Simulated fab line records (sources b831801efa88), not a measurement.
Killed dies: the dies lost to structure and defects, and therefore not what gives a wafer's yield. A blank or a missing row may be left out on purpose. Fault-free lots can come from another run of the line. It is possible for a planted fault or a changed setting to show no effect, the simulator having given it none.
One fault seen from 2 desks :: flow gf180mcu :: what lay behind the numbers comes last; until then each desk has only its own

## THE METROLOGY DESK
What the gauges read, lot by lot, whatever tool the lot ran on: means of the sampled wafers that have a number. A lot is out of limits, marked OUT, if its mean lies more than 4 standard deviations from the usual mean; the brackets give that distance.
Columns: A = LVPWELL_RS at GF_VT_IMPLANT_RS_MEAS_48, usual 1196.6 ohm/sq; B = cd nm at GF_HV_LDD_CD_MEAS_19, usual 400.4 nm; C = HV_LDD_01_OVL at GF_HV_LDD_OVL_MEAS_20, usual 0.7 nm
lot: L524
first seen here: day 8 02:21
A: 1195.4
B: 399.5
C: 2.3

lot: L523
first seen here: day 8 05:19
A: 1193.5
B: 402.0
C: -0.6

lot: L526
first seen here: day 8 19:38
A: 1198.2
B: 396.6
C: 1.8

lot: L527
first seen here: day 9 00:00
A: 1197.7
B: 403.9
C: 0.2

lot: L531
first seen here: day 10 00:33
A: 1195.4
B: 404.5
C: -0.0

lot: L532
first seen here: day 10 08:19
A: 1199.9
B: 401.8
C: 1.6

lot: L534
first seen here: day 10 21:40
A: 1196.7
B: 400.9
C: 2.5

lot: L535
first seen here: day 11 07:37
A: 1199.9
B: 396.1
C: 0.7

lot: L536
first seen here: day 11 16:46
A: 1195.9
B: 399.5
C: 0.1

lot: L537
first seen here: day 11 21:21
A: 1197.3
B: 403.4
C: 1.7

lot: L538
first seen here: day 12 01:29
A: 1196.4
B: 400.5
C: 1.0

lot: L539
first seen here: day 12 09:15
A: 1194.8
B: 397.3
C: 1.0

lot: L540
first seen here: day 12 18:27
A: 1196.1
B: 404.4
C: -1.2

lot: L542
first seen here: day 13 07:27
A: 1195.7
B: 402.1
C: 0.3
This desk found nothing out of limits on any of the 14 lots.

## AT THE TOOL OWNER'S DESK: litho track-01
Per lot that ran on this tool, the mean of the sampled wafers carrying a number, from the tool's own readings at GF_HV_LDD_SOFTBAKE_03 (time 60 s). A lot is out of limits, marked OUT, if its mean lies more than 4 standard deviations from the usual mean; the brackets give that distance.
Columns: A = run length s at GF_HV_LDD_SOFTBAKE_03, usual 89.03 s
lot: L523
first seen here: day 10 06:55
A: 89.22

lot: L532
first seen here: day 12 14:26
A: 89.27

lot: L534
first seen here: day 13 04:53
A: 89.19

lot: L535
first seen here: day 13 16:53
A: 89.24

lot: L540
first seen here: day 15 05:13
A: 104.56 (+82) OUT

lot: L542
first seen here: day 15 19:04
A: 104.50 (+81) OUT
This desk finds L540, L542 out of limits, L540 being first, at day 15 05:13 (run length s at GF_HV_LDD_SOFTBAKE_03). L523, L532, L534, L535 stayed within limits.

## PUT TOGETHER
On L540, L542, at day 15 05:13, an alarm was possible from the tool owner's desk.
The metrology desk saw nothing out of limits.
The metrology desk holds a record of L540, L542, inside its limits.
The lots listed all ran GF_HV_LDD_SOFTBAKE_03 on litho track-01.

## WHAT THE SIMULATOR HAD INSERTED
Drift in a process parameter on litho track-01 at GF_HV_LDD_SOFTBAKE_03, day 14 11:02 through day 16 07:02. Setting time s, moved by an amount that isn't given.
Lots struck among those shown: L540, L542.
How many hours passed from the start of the fault until each desk's first out-of-limits reading: the tool owner's desk, 18.
